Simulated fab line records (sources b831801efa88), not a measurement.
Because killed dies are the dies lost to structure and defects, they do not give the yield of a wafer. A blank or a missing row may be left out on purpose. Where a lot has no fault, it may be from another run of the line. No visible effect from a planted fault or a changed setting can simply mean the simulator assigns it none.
fab line records | flow sky130
record: lots: 14 | wafers: 42 | last-day: 50
route steps=708 shown METAL3@532 CAPM@551
lots with no fault: from the same line, run without faults
start-h: start of the lot's first displayed wafer, in hours after the record's first day | wait-h: hours from the lot's prior step to this one | " repeats the value in the row above | L1.1+2: a row that stands for several wafers | - value missing, or start not given | * or withheld: withheld | < > ~ a bound
route shown NAME@n: names a module that has steps shown in the file, with the first one's number in the route | usual: mean/standard deviation of fault-free wafers | same: alike in all rows | chamber/n: place in a boat | sites: readings site by site | _std_site: the standard deviation of these | _edge_site: inner sites' mean taken away from outer sites' mean | radius-mm: for every site, how far away it sits from the centre of the wafer | mask NAME#n: copy n | behind: the tool/chamber that last shaped the wafer | hold: why the lot went on hold/how many hours it stayed there/how the hold came to an end | device: the transistor (n, p or np) that didn't switch | end of line: tests run on the same wafers once the route is complete | where a step has no rows: the recipe by itself | killed: not the wafer's yield, but the dies lost to structure and defects at the first sort | map: a wafer's dies, x killed, . not, _ none there
set.NAME: the setting that was run; set.NAME@STEP: the one run at that earlier step | model.NAME: the simulator's own value behind a step, which no gauge read
one table for each step of the route and one row for each wafer, over a sample of lots
services: when a tool's chamber went out of use (start-h, in hours from the record's first day, below 0 if earlier), for how many hours, and the reason
== steps ==
step: SKY_METAL3_SPUTTER_00
recipe: material: Ti | target-thk-nm: 15 | power-w: 3000 | time-s: 10 | chamber-pressure-pa: 0.4
usual: throttle-valve-pct: 29.7/0.81
lot.wafer | tool           | chamber | start-h | wait-h | throttle-valve-pct
L551.1    | pvd-sputter-01 | -       | 831.09  | 0.1    | 30.6
L551.4    | "              | -       | "       | "      | 29.7
L551.6    | "              | -       | "       | "      | 29.4
L553.1    | pvd-sputter-01 | -       | 855.29  | 0.2    | 30.6
L553.2    | "              | -       | "       | "      | 29.8
L553.5    | "              | -       | "       | "      | 29.7
L554.2    | pvd-sputter-04 | -       | 862.45  | 0.2    | 29.6
L554.3    | "              | -       | "       | "      | 29.1
L554.4    | "              | -       | "       | "      | 30.7
L555.2    | pvd-sputter-01 | -       | 893.83  | 0.1    | 29.6
L555.5    | "              | -       | "       | "      | 28.9
L555.6    | "              | -       | "       | "      | 29.2
L556.1    | pvd-sputter-04 | -       | 900.43  | 0.1    | 28.5
L556.3    | "              | -       | "       | "      | 29.4
L556.6    | "              | -       | "       | "      | 29.6
L557.1    | pvd-sputter-01 | -       | 902.80  | 0.1    | 29.7
L557.2    | "              | -       | "       | "      | 29.4
L557.3    | "              | -       | "       | "      | 28.9
L563.1    | pvd-sputter-02 | -       | 932.18  | 0.2    | 32.3
L563.4    | "              | -       | "       | "      | 30.3
L563.6    | "              | -       | "       | "      | 32.1
L567.1    | pvd-sputter-04 | -       | 974.60  | 0.1    | 30.8
L567.4    | "              | -       | "       | "      | 29.3
L567.6    | "              | -       | "       | "      | 28.8
L566.2    | pvd-sputter-01 | -       | 984.67  | 0.1    | 29.4
L566.4    | "              | -       | "       | "      | 29.0
L566.5    | "              | -       | "       | "      | 30.6
L569.1    | pvd-sputter-04 | -       | 984.84  | 0.2    | 30.5
L569.3    | "              | -       | "       | "      | 29.4
L569.5    | "              | -       | "       | "      | 30.6
L570.3    | pvd-sputter-01 | -       | 985.72  | 0.1    | 28.9
L570.4    | "              | -       | "       | "      | 29.4
L570.6    | "              | -       | "       | "      | 29.3
L571.1    | pvd-sputter-04 | -       | 1003.71 | 0.1    | 30.7
L571.5    | "              | -       | "       | "      | 29.4
L571.6    | "              | -       | "       | "      | 30.5
L572.1    | pvd-sputter-01 | -       | 1011.16 | 0.1    | 29.4
L572.2    | "              | -       | "       | "      | 30.5
L572.4    | "              | -       | "       | "      | 28.9
L573.1    | pvd-sputter-02 | -       | 1017.11 | 0.2    | 30.0
L573.2    | "              | -       | "       | "      | 32.1
L573.3    | "              | -       | "       | "      | 29.7
step: SKY_METAL3_SPUTTER_04
recipe: material: TiN | target-thk-nm: 70 | power-w: 6500 | time-s: 58.3 | chamber-pressure-pa: 0.4
usual: throttle-valve-pct: 29.8/0.81
lot.wafer | tool           | chamber | start-h | wait-h | throttle-valve-pct
L551.1    | pvd-sputter-01 | -       | 831.20  | 0.0    | 30.4
L551.4    | "              | -       | "       | "      | 29.9
L551.6    | "              | -       | "       | "      | 29.8
L553.1    | pvd-sputter-01 | -       | 855.40  | 0.0    | 30.7
L553.2    | "              | -       | "       | "      | 29.8
L553.5    | "              | -       | "       | "      | 29.9
L554.2    | pvd-sputter-04 | -       | 862.55  | 0.0    | 29.6
L554.3    | "              | -       | "       | "      | 29.4
L554.4    | "              | -       | "       | "      | 30.3
L555.2    | pvd-sputter-01 | -       | 893.94  | 0.0    | 29.9
L555.5    | "              | -       | "       | "      | 28.7
L555.6    | "              | -       | "       | "      | 29.6
L556.1    | pvd-sputter-04 | -       | 900.53  | 0.0    | 28.5
L556.3    | "              | -       | "       | "      | 29.7
L556.6    | "              | -       | "       | "      | 29.9
L557.1    | pvd-sputter-01 | -       | 902.90  | 0.0    | 29.6
L557.2    | "              | -       | "       | "      | 29.5
L557.3    | "              | -       | "       | "      | 28.8
L563.1    | pvd-sputter-02 | -       | 932.28  | 0.0    | 32.2
L563.4    | "              | -       | "       | "      | 30.3
L563.6    | "              | -       | "       | "      | 32.1
L567.1    | pvd-sputter-04 | -       | 974.70  | 0.0    | 30.7
L567.4    | "              | -       | "       | "      | 29.3
L567.6    | "              | -       | "       | "      | 29.0
L566.2    | pvd-sputter-01 | -       | 984.77  | 0.0    | 29.4
L566.4    | "              | -       | "       | "      | 28.8
L566.5    | "              | -       | "       | "      | 30.6
L569.1    | pvd-sputter-04 | -       | 984.95  | 0.0    | 30.5
L569.3    | "              | -       | "       | "      | 29.8
L569.5    | "              | -       | "       | "      | 30.7
L570.3    | pvd-sputter-01 | -       | 985.82  | 0.0    | 29.1
L570.4    | "              | -       | "       | "      | 29.9
L570.6    | "              | -       | "       | "      | 29.6
L571.1    | pvd-sputter-04 | -       | 1003.82 | 0.0    | 30.7
L571.5    | "              | -       | "       | "      | 29.6
L571.6    | "              | -       | "       | "      | 31.0
L572.1    | pvd-sputter-01 | -       | 1011.26 | 0.0    | 29.5
L572.2    | "              | -       | "       | "      | 30.2
L572.4    | "              | -       | "       | "      | 28.9
L573.1    | pvd-sputter-02 | -       | 1017.22 | 0.0    | 30.2
L573.2    | "              | -       | "       | "      | 32.2
L573.3    | "              | -       | "       | "      | 29.8
step: SKY_CAPM_STRIP_14
recipe: chemistry: O2/N2 | power-w: 1400 | pressure-mtorr: 1500 | platen-temp-c: withheld | o2-flow-sccm: 3000 | n2-flow-sccm: 300 | overash-fraction: 0.5
usual: chamber-pressure-mTorr: 1500.0/1.3 | drypump-motor-current-A: 5.6/0.41 | oes-product-au: 0.710/0.0047 | strip-time-to-endpoint-s: 12.64/0.031
same: overash-fraction: 0.5
lot.wafer | tool            | chamber | start-h | wait-h | chamber-pressure-mTorr | drypump-motor-current-A | oes-product-au | rf-hours-counter-h | strip-time-to-endpoint-s
L551.1    | plasma-asher-03 | 1       | 857.10  | 0.1    | 1501.0                 | 5.7                     | 0.710          | 101                | 12.59
L551.4    | "               | 0       | "       | "      | 1499.8                 | 5.6                     | 0.710          | -                  | 12.67
L551.6    | "               | 1       | "       | "      | 1498.2                 | 5.7                     | 0.706          | -                  | 12.65
L553.1    | plasma-asher-04 | 0       | 881.23  | 0.1    | 1497.7                 | 6.1                     | 0.714          | 15                 | 12.62
L553.2    | "               | 1       | "       | "      | 1498.9                 | 6.0                     | 0.711          | 15                 | 12.63
L553.5    | "               | 0       | "       | "      | 1500.8                 | 6.1                     | 0.714          | -                  | 12.62
L554.2    | plasma-asher-04 | 0       | 888.40  | 0.1    | 1498.5                 | 6.1                     | 0.709          | 15                 | 12.67
L554.3    | "               | 1       | "       | "      | 1498.3                 | 6.0                     | 0.709          | -                  | 12.63
L554.4    | "               | 0       | "       | "      | 1502.0                 | 6.1                     | 0.719          | -                  | 12.64
L555.2    | plasma-asher-01 | 1       | 918.99  | 0.1    | 1497.8                 | 5.3                     | 0.710          | 47                 | 12.66
L555.5    | "               | 1       | "       | "      | 1499.7                 | 5.3                     | 0.714          | -                  | 12.68
L555.6    | "               | 0       | "       | "      | 1500.4                 | 4.8                     | 0.711          | -                  | 12.64
L556.1    | plasma-asher-01 | 0       | 925.85  | 0.1    | 1498.9                 | 4.8                     | 0.704          | 48                 | 12.66
L556.3    | "               | 0       | "       | "      | 1499.0                 | 4.9                     | 0.709          | -                  | 12.57
L556.6    | "               | 1       | "       | "      | 1499.9                 | 5.3                     | 0.713          | -                  | 12.66
L557.1    | plasma-asher-03 | 1       | 927.89  | 0.1    | 1501.3                 | 5.8                     | 0.707          | 108                | 12.65
L557.2    | "               | 0       | "       | "      | 1497.9                 | 5.5                     | 0.707          | 108                | 12.63
L557.3    | "               | 1       | "       | "      | 1501.1                 | 5.8                     | 0.719          | -                  | 12.61
L563.1    | plasma-asher-04 | 1       | 957.17  | 0.1    | 1501.5                 | 6.0                     | 0.702          | 20                 | 12.62
L563.4    | "               | 1       | "       | "      | 1500.5                 | 6.0                     | 0.717          | -                  | 12.60
L563.6    | "               | 1       | "       | "      | 1500.2                 | 6.0                     | 0.710          | -                  | 12.62
L567.1    | plasma-asher-03 | 1       | 997.89  | 0.1    | 1499.6                 | 5.7                     | 0.715          | 115                | 12.64
L567.4    | "               | 0       | "       | "      | 1501.2                 | 5.5                     | 0.707          | -                  | 12.63
L567.6    | "               | 0       | "       | "      | 1499.8                 | 5.5                     | 0.719          | -                  | 12.65
L566.2    | plasma-asher-03 | 0       | 1007.65 | 0.1    | 1499.0                 | 5.5                     | 0.707          | 117                | 12.66
L566.4    | "               | 0       | "       | "      | 1502.0                 | 5.5                     | 0.708          | -                  | 12.69
L566.5    | "               | 1       | "       | "      | 1499.8                 | 5.7                     | 0.710          | -                  | 12.64
L569.1    | plasma-asher-03 | 0       | 1007.75 | 0.1    | 1500.3                 | 5.5                     | 0.700          | 117                | 12.68
L569.3    | "               | 0       | "       | "      | 1500.0                 | 5.5                     | 0.713          | -                  | 12.67
L569.5    | "               | 1       | "       | "      | 1497.7                 | 5.8                     | 0.715          | -                  | 12.71
L570.3    | plasma-asher-04 | 1       | 1008.37 | 0.1    | 1501.3                 | 6.0                     | 0.710          | -                  | 12.59
L570.4    | "               | 0       | "       | "      | 1500.3                 | 6.1                     | 0.697          | -                  | 12.65
L570.6    | "               | 0       | "       | "      | 1498.9                 | 6.1                     | 0.707          | -                  | 12.67
L571.1    | plasma-asher-03 | 1       | 1027.40 | 0.1    | 1499.9                 | 5.8                     | 0.704          | 118                | 12.67
L571.5    | "               | 0       | "       | "      | 1502.1                 | 5.5                     | 0.707          | -                  | 12.65
L571.6    | "               | 1       | "       | "      | 1500.2                 | 5.8                     | 0.711          | -                  | 12.66
L572.1    | plasma-asher-01 | 1       | 1034.59 | 0.1    | 1499.2                 | 5.3                     | 0.711          | 60                 | 12.59
L572.2    | "               | 0       | "       | "      | 1501.9                 | 4.8                     | 0.709          | 60                 | 12.56
L572.4    | "               | 0       | "       | "      | 1497.0                 | 4.8                     | 0.708          | -                  | 12.59
L573.1    | plasma-asher-01 | 0       | 1039.43 | 0.1    | 1498.7                 | 4.8                     | 0.706          | 61                 | 12.63
L573.2    | "               | 1       | "       | "      | 1503.3                 | 5.3                     | 0.709          | 61                 | 12.62
L573.3    | "               | 1       | "       | "      | 1499.3                 | 5.3                     | 0.704          | -                  | 12.59
step: SKY_METAL3_EXPOSE_10
recipe: mask-id: MM3 | na: 0.68 | source-shape: annular | sigma-inner: 0.4 | sigma-outer: 0.8 | target-cd-nm: 300 | dose-mj: 28
usual: exposure-dose-mJ-cm2: 28.001/0.028 | focus-offset-nm: 0.1/0.47 | reticle-temp-C: 22.98/0.11
lot.wafer | tool           | chamber | start-h | wait-h | mask  | exposure-dose-mJ-cm2 | focus-offset-nm | reticle-temp-C
L551.1    | krf-scanner-02 | 0       | 871.89  | -      | MM3#0 | 28.003               | 0.0             | 22.82
L551.4    | "              | 0       | "       | "      | MM3#0 | 28.055               | -0.6            | 22.97
L551.6    | "              | 0       | "       | "      | MM3#0 | 28.000               | 0.2             | 22.75
L553.1    | krf-scanner-02 | 0       | 894.88  | -      | MM3#0 | 27.969               | -0.2            | 22.84
L553.2    | "              | 0       | "       | "      | MM3#0 | 27.998               | -0.5            | 22.91
L553.5    | "              | 0       | "       | "      | MM3#0 | 27.973               | 0.4             | 22.88
L554.2    | krf-scanner-01 | 0       | 902.21  | -      | MM3#0 | 27.916               | -0.5            | 23.05
L554.3    | "              | 0       | "       | "      | MM3#0 | 27.956               | -0.2            | 23.11
L554.4    | "              | 0       | "       | "      | MM3#0 | 27.979               | -0.3            | 22.88
L555.2    | krf-scanner-02 | 0       | 931.77  | -      | MM3#0 | 28.026               | 0.1             | 23.07
L555.5    | "              | 0       | "       | "      | MM3#0 | 28.039               | -0.2            | 22.94
L555.6    | "              | 0       | "       | "      | MM3#0 | 28.026               | 0.1             | 22.99
L556.1    | krf-scanner-02 | 0       | 938.24  | -      | MM3#0 | 28.003               | 0.0             | 22.99
L556.3    | "              | 0       | "       | "      | MM3#0 | 27.995               | -0.4            | 22.94
L556.6    | "              | 0       | "       | "      | MM3#0 | 28.024               | -0.5            | 23.12
L557.1    | krf-scanner-02 | 0       | 939.83  | -      | MM3#0 | 27.984               | -0.9            | 22.89
L557.2    | "              | 0       | "       | "      | MM3#0 | 27.953               | 0.2             | 22.82
L557.3    | "              | 0       | "       | "      | MM3#0 | 27.993               | -0.8            | 22.93
L563.1    | krf-scanner-01 | 0       | 970.35  | -      | MM3#0 | 28.008               | -0.1            | 23.04
L563.4    | "              | 0       | "       | "      | MM3#0 | 28.053               | 0.6             | 23.12
L563.6    | "              | 0       | "       | "      | MM3#0 | 28.044               | 0.3             | 22.88
L567.1    | krf-scanner-01 | 0       | 1009.15 | -      | MM3#0 | 28.023               | -0.1            | 23.04
L567.4    | "              | 0       | "       | "      | MM3#0 | 28.004               | -0.6            | 23.14
L567.6    | "              | 0       | "       | "      | MM3#0 | 27.973               | 0.1             | 22.87
L566.2    | krf-scanner-02 | -       | 1019.97 | -      | MM3#0 | -                    | -               | -
L566.4    | "              | -       | "       | "      | MM3#0 | -                    | -               | -
L566.5    | "              | -       | "       | "      | MM3#0 | -                    | -               | -
L569.1    | krf-scanner-01 | -       | 1020.19 | -      | MM3#0 | -                    | -               | -
L569.3    | "              | -       | "       | "      | MM3#0 | -                    | -               | -
L569.5    | "              | -       | "       | "      | MM3#0 | -                    | -               | -
L570.3    | krf-scanner-01 | 0       | 1020.67 | -      | MM3#0 | 27.963               | 0.3             | 23.06
L570.4    | "              | 0       | "       | "      | MM3#0 | 28.006               | 0.4             | 23.13
L570.6    | "              | 0       | "       | "      | MM3#0 | 28.006               | 0.1             | 23.00
L571.1    | krf-scanner-02 | 0       | 1039.26 | -      | MM3#0 | 27.996               | 1.3             | 23.23
L571.5    | "              | 0       | "       | "      | MM3#0 | 28.021               | 0.7             | 23.06
L571.6    | "              | 0       | "       | "      | MM3#0 | 28.003               | 0.6             | 23.13
L572.1    | krf-scanner-02 | 0       | 1046.51 | -      | MM3#0 | 27.944               | -0.2            | 23.09
L572.2    | "              | 0       | "       | "      | MM3#0 | 27.997               | 0.6             | 23.11
L572.4    | "              | 0       | "       | "      | MM3#0 | 27.964               | 0.2             | 22.92
L573.1    | krf-scanner-02 | 0       | 1051.49 | -      | MM3#0 | 27.998               | -0.7            | 22.91
L573.2    | "              | 0       | "       | "      | MM3#0 | 28.035               | -0.5            | 22.81
L573.3    | "              | 0       | "       | "      | MM3#0 | 28.017               | -0.5            | 22.71
== services ==
tool            | chamber | start-h | hours | kind
pvd-sputter-02  | -       | 828.11  | 2.0   | repair
krf-scanner-01  | -       | 829.57  | 0.9   | repair
plasma-asher-03 | -       | 834.24  | 7.6   | repair
krf-scanner-02  | -       | 838.35  | 0.8   | pm
krf-scanner-02  | -       | 842.67  | 4.0   | pm
plasma-asher-01 | -       | 856.11  | 14.6  | pm
krf-scanner-02  | -       | 858.85  | 1.3   | pm
plasma-asher-03 | -       | 865.08  | 4.4   | repair
pvd-sputter-02  | -       | 880.78  | 6.8   | repair
plasma-asher-01 | -       | 884.01  | 5.9   | repair
pvd-sputter-01  | -       | 886.78  | 1.3   | repair
krf-scanner-01  | -       | 888.30  | 1.3   | pm
krf-scanner-01  | -       | 894.17  | 1.0   | pm
krf-scanner-02  | -       | 896.46  | 1.0   | pm
krf-scanner-01  | -       | 909.45  | 1.7   | repair
krf-scanner-01  | -       | 918.50  | 0.8   | pm
plasma-asher-04 | -       | 923.37  | 15.6  | pm
krf-scanner-02  | -       | 976.47  | 3.0   | pm
krf-scanner-02  | -       | 984.20  | 3.2   | repair
krf-scanner-02  | -       | 1007.15 | 0.8   | pm
pvd-sputter-01  | -       | 1008.20 | 1.7   | repair
krf-scanner-02  | -       | 1034.75 | 1.3   | pm
== key ==
first-sign: step: SKY_METAL3_EXPOSE_10 | reading: tool-record | direction: missing
effect none on later readings
met-at SKY_METAL3_EXPOSE_10
struck-lots L566,L569
later-rows-left-out L566.2,L566.4,L566.5,L569.1,L569.3,L569.5
sort-left-out L566.2,L566.4,L566.5,L569.1,L569.3,L569.5
not-acting-at SKY_METAL3_SPUTTER_00,SKY_METAL3_SPUTTER_04,SKY_CAPM_STRIP_14
onset-between 1009.15 1019.97
fault: kind: skipped-step-whole | tool: krf-scanner-01,krf-scanner-02 | chamber: - | onset-h: 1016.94 | steps: SKY_METAL3_EXPOSE_10 | scope: struck-lots-only
sort-left-out: the simulated sort isn't trusted on such a fault, so these wafers' sort isn't shown, and their yield isn't known
later-rows-left-out: the simulator's readings of these wafers behind a module that went badly wrong aren't trusted and aren't shown, but for the sort
